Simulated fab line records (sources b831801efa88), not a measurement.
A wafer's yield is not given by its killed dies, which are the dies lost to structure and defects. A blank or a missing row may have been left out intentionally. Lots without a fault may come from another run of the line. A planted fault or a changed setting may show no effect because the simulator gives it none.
Which tool is to blame? + flow gf180mcu + Sampling: 12 lots, 36 wafers, 6 of 602 route steps

WHAT THE GAUGES SHOWED, per wafer
GF_HV_LDD_TW_MEAS_38.
| lot  | measured     | on           | HV_LDD_3_TW    |
|------|--------------|--------------|----------------|
| L399 | day 12 02:14 | filmMetro-03 | 1410 1418 1419 |
| L400 | day 12 04:33 | filmMetro-01 | 1422 1421 1420 |
| L401 | day 12 16:13 | filmMetro-01 | 1419 1427 1420 |
| L403 | day 13 03:01 | filmMetro-01 | 1408 1417 1418 |
| L404 | day 13 04:56 | filmMetro-01 | 1415 1417 1420 |
| L405 | day 13 17:14 | filmMetro-03 | 1422 1422 1421 |
| L406 | day 14 04:56 | filmMetro-02 | 1444 1433 1430 |
| L407 | day 14 05:34 | filmMetro-03 | 1427 1420 1420 |
| L408 | day 14 14:35 | filmMetro-03 | 1588 1580 1581 |
| L409 | day 14 15:02 | filmMetro-02 | 1589 1587 1588 |
| L410 | day 15 07:07 | filmMetro-02 | 1593 1586 1590 |
| L411 | day 15 16:02 | filmMetro-02 | 1594 1590 1596 |

GF_HV_LDD_RS_MEAS_53: the measuring method here is four-point-probe.
| lot  | measured     | on           | HV_LDD_RS (ohm/sq) |
|------|--------------|--------------|--------------------|
| L399 | day 12 21:58 | filmMetro-03 | 417.9 417.9 418.1  |
| L400 | day 13 01:01 | filmMetro-03 | 418.6 419.6 420.4  |
| L401 | day 13 11:20 | filmMetro-03 | 418.2 419.0 419.9  |
| L403 | day 13 23:20 | filmMetro-02 | 419.4 419.5 419.1  |
| L404 | day 14 00:58 | filmMetro-01 | 419.8 418.8 418.8  |
| L405 | day 14 14:21 | filmMetro-02 | 418.8 418.1 418.9  |
| L406 | day 15 01:21 | filmMetro-02 | 419.1 419.5 418.2  |
| L407 | day 15 02:17 | filmMetro-03 | 418.6 418.1 418.5  |
| L408 | day 15 11:43 | filmMetro-03 | 423.8 422.3 422.9  |
| L409 | day 15 11:54 | filmMetro-02 | 422.3 423.4 423.1  |
| L410 | day 16 04:04 | filmMetro-01 | 423.0 423.0 421.3  |
| L411 | day 16 13:47 | filmMetro-03 | 422.4 422.6 422.3  |

EACH LOT AND THE TOOL THAT RAN IT (in order: tool; ch and the chambers of the sampled wafers; start)
| lot  | GF_MVPSD_STRIP_10                  | GF_VT_IMPLANT_RTA_45            | GF_HV_LDD_IMPLANT_36            | GF_HV_LDD_RTA_52                |
|------|------------------------------------|---------------------------------|---------------------------------|---------------------------------|
| L399 | plasmaAsher-02 ch 0,1, day 5 11:49 | rtpAnneal-02 ch 0, day 8 00:55  | implanter-03 ch 0, day 12 02:00 | rtpAnneal-01 ch 0, day 12 21:54 |
| L400 | plasmaAsher-04 ch 0,1, day 5 12:42 | rtpAnneal-01 ch 0, day 8 02:53  | implanter-03 ch 0, day 12 04:19 | rtpAnneal-02 ch 0, day 13 00:57 |
| L401 | plasmaAsher-02 ch 0,1, day 5 17:38 | rtpAnneal-02 ch 0, day 8 09:10  | implanter-03 ch 0, day 12 15:59 | rtpAnneal-02 ch 0, day 13 11:16 |
| L403 | plasmaAsher-03 ch 0,1, day 6 06:24 | rtpAnneal-01 ch 0, day 8 23:13  | implanter-03 ch 0, day 13 02:46 | rtpAnneal-01 ch 0, day 13 23:16 |
| L404 | plasmaAsher-04 ch 0,1, day 6 07:21 | rtpAnneal-01 ch 0, day 8 23:22  | implanter-02 ch 0, day 13 04:41 | rtpAnneal-02 ch 0, day 14 00:54 |
| L405 | plasmaAsher-04 ch 0,1, day 6 19:56 | rtpAnneal-01 ch 0, day 9 12:25  | implanter-02 ch 0, day 13 17:02 | rtpAnneal-02 ch 0, day 14 14:15 |
| L406 | plasmaAsher-02 ch 0,1, day 7 01:04 | rtpAnneal-01 ch 0, day 9 19:07  | implanter-02 ch 0, day 14 04:41 | rtpAnneal-01 ch 0, day 15 01:17 |
| L407 | plasmaAsher-04 ch 0,1, day 7 02:06 | rtpAnneal-02 ch 0, day 9 20:20  | implanter-02 ch 0, day 14 05:20 | rtpAnneal-02 ch 0, day 15 02:12 |
| L408 | plasmaAsher-04 ch 1, day 7 08:21   | rtpAnneal-02 ch 0, day 10 03:44 | implanter-02 ch 0, day 14 14:20 | rtpAnneal-01 ch 0, day 15 11:38 |
| L409 | plasmaAsher-04 ch 0,1, day 7 11:51 | rtpAnneal-01 ch 0, day 10 07:06 | implanter-03 ch 0, day 14 14:47 | rtpAnneal-02 ch 0, day 15 11:50 |
| L410 | plasmaAsher-03 ch 0,1, day 7 20:27 | rtpAnneal-01 ch 0, day 10 17:46 | implanter-03 ch 0, day 15 06:53 | rtpAnneal-02 ch 0, day 16 03:59 |
| L411 | plasmaAsher-03 ch 1, day 8 02:23   | rtpAnneal-02 ch 0, day 10 22:04 | implanter-03 ch 0, day 15 15:47 | rtpAnneal-02 ch 0, day 16 13:38 |
- GF_MVPSD_STRIP_10: strips in O2/N2.
- GF_VT_IMPLANT_RTA_45: time 30 s.
- GF_HV_LDD_IMPLANT_36
- GF_HV_LDD_RTA_52: time 10 s.

WHAT THE TOOLS THEMSELVES READ (means of the sampled wafers that have a number; where no wafer has one, the mark that the record gives instead)
GF_MVPSD_STRIP_10.
| lot  | tool           | drypumpMotorCurrentA (A) | heaterPowerW (W) | oesProductAu (a.u.) | platenTempC (C) | stripTimeToEndpointS (s) |
|------|----------------|--------------------------|------------------|---------------------|-----------------|--------------------------|
| L399 | plasmaAsher-02 | 5.5                      | 330              | 0.721               | 249.98          | 37.08                    |
| L400 | plasmaAsher-04 | 5.8                      | 336              | 0.723               | 250.26          | 37.02                    |
| L401 | plasmaAsher-02 | 5.5                      | 326              | 0.724               | 250.11          | 37.06                    |
| L403 | plasmaAsher-03 | 6.0                      | 324              | 0.721               | 250.14          | 36.89                    |
| L404 | plasmaAsher-04 | 5.8                      | 349              | 0.724               | 250.19          | 36.97                    |
| L405 | plasmaAsher-04 | 5.9                      | 350              | 0.719               | 249.98          | 37.04                    |
| L406 | plasmaAsher-02 | 5.5                      | 323              | 0.723               | 249.87          | 36.88                    |
| L407 | plasmaAsher-04 | 5.8                      | 346              | 0.721               | 249.99          | 37.06                    |
| L408 | plasmaAsher-04 | 5.9                      | 339              | 0.723               | 249.98          | 36.79                    |
| L409 | plasmaAsher-04 | 5.8                      | 355              | 0.718               | 249.88          | 37.09                    |
| L410 | plasmaAsher-03 | 6.0                      | 321              | 0.722               | 249.89          | 36.99                    |
| L411 | plasmaAsher-03 | 4.9                      | 362              | 0.723               | 249.95          | 37.11                    |

GF_VT_IMPLANT_RTA_45.
| lot  | tool         | lampPowerPct (%) | wafer_temp_C_max |
|------|--------------|------------------|------------------|
| L399 | rtpAnneal-02 | 43               | 1054.5           |
| L400 | rtpAnneal-01 | 36               | 1056.0           |
| L401 | rtpAnneal-02 | 43               | 1054.3           |
| L403 | rtpAnneal-01 | 36               | 1055.9           |
| L404 | rtpAnneal-01 | 36               | 1055.9           |
| L405 | rtpAnneal-01 | 36               | 1057.0           |
| L406 | rtpAnneal-01 | 36               | 1057.1           |
| L407 | rtpAnneal-02 | 43               | 1054.7           |
| L408 | rtpAnneal-02 | 43               | 1053.3           |
| L409 | rtpAnneal-01 | 36               | 1056.0           |
| L410 | rtpAnneal-01 | 36               | 1055.9           |
| L411 | rtpAnneal-02 | 43               | 1054.6           |

GF_HV_LDD_IMPLANT_36.
| lot  | tool         | beamEnergyKeV | rotationDeg (degrees) |
|------|--------------|---------------|-----------------------|
| L399 | implanter-03 | 59.996        | 269.98                |
| L400 | implanter-03 | 59.994        | 270.01                |
| L401 | implanter-03 | 59.999        | 270.03                |
| L403 | implanter-03 | 60.016        | 269.97                |
| L404 | implanter-02 | 60.013        | 270.00                |
| L405 | implanter-02 | 60.014        | 270.04                |
| L406 | implanter-02 | 60.023        | 270.02                |
| L407 | implanter-02 | 60.000        | 269.99                |
| L408 | implanter-02 | 59.995        | 270.00                |
| L409 | implanter-03 | 60.004        | 270.00                |
| L410 | implanter-03 | 60.007        | 269.98                |
| L411 | implanter-03 | 60.004        | 269.98                |

GF_HV_LDD_RTA_52.
| lot  | tool         | lampPowerPct (%) | wafer_temp_C_max |
|------|--------------|------------------|------------------|
| L399 | rtpAnneal-01 | 33               | 1005.3           |
| L400 | rtpAnneal-02 | 39               | 1004.3           |
| L401 | rtpAnneal-02 | 39               | 1005.4           |
| L403 | rtpAnneal-01 | 33               | 1005.6           |
| L404 | rtpAnneal-02 | 39               | 1004.1           |
| L405 | rtpAnneal-02 | 39               | 1005.1           |
| L406 | rtpAnneal-01 | 33               | 1005.1           |
| L407 | rtpAnneal-02 | 39               | 1004.9           |
| L408 | rtpAnneal-01 | 33               | 1006.4           |
| L409 | rtpAnneal-02 | 39               | 1003.9           |
| L410 | rtpAnneal-02 | 39               | 1004.1           |
| L411 | rtpAnneal-02 | 39               | 1003.8           |

THE ANSWER, worked out from the rows above alone
Rule: usual is defined by the lots themselves. Put in order of their means at a reading, lots are off if they are a third of the lots or fewer, leave a main group of 4 or more, and stand apart from it by a gap of 3 or more times the standard deviation of the main group's means; of several such gaps the widest counts. A main group is skipped when, at the precision printed for the reading in the tables above, its means are all equal. Also off: a lot with no number at a reading for which 4 or more lots have one. Any other lot the step has rows for is counted as sound. First the gauges in route order, then the tools' own readings, where a lot's mean is used as printed above. The first step at which some lot is off is used, and at that step the reading that is off furthest; a lot without a number counts as furthest.
Off: L408, L409, L410, L411, at GF_HV_LDD_TW_MEAS_38 (HV_LDD_3_TW). Mean 1421 and standard deviation 6.2 in the main group.
If a tool, at a process step before that reading, ran all the lots that are off and no sound lot after the first of them, it fits. Gauges at GF_HV_LDD_TW_MEAS_38: tried the same way as those tools. Of those tried, none fits.

WHAT THE SIMULATOR PUT IN
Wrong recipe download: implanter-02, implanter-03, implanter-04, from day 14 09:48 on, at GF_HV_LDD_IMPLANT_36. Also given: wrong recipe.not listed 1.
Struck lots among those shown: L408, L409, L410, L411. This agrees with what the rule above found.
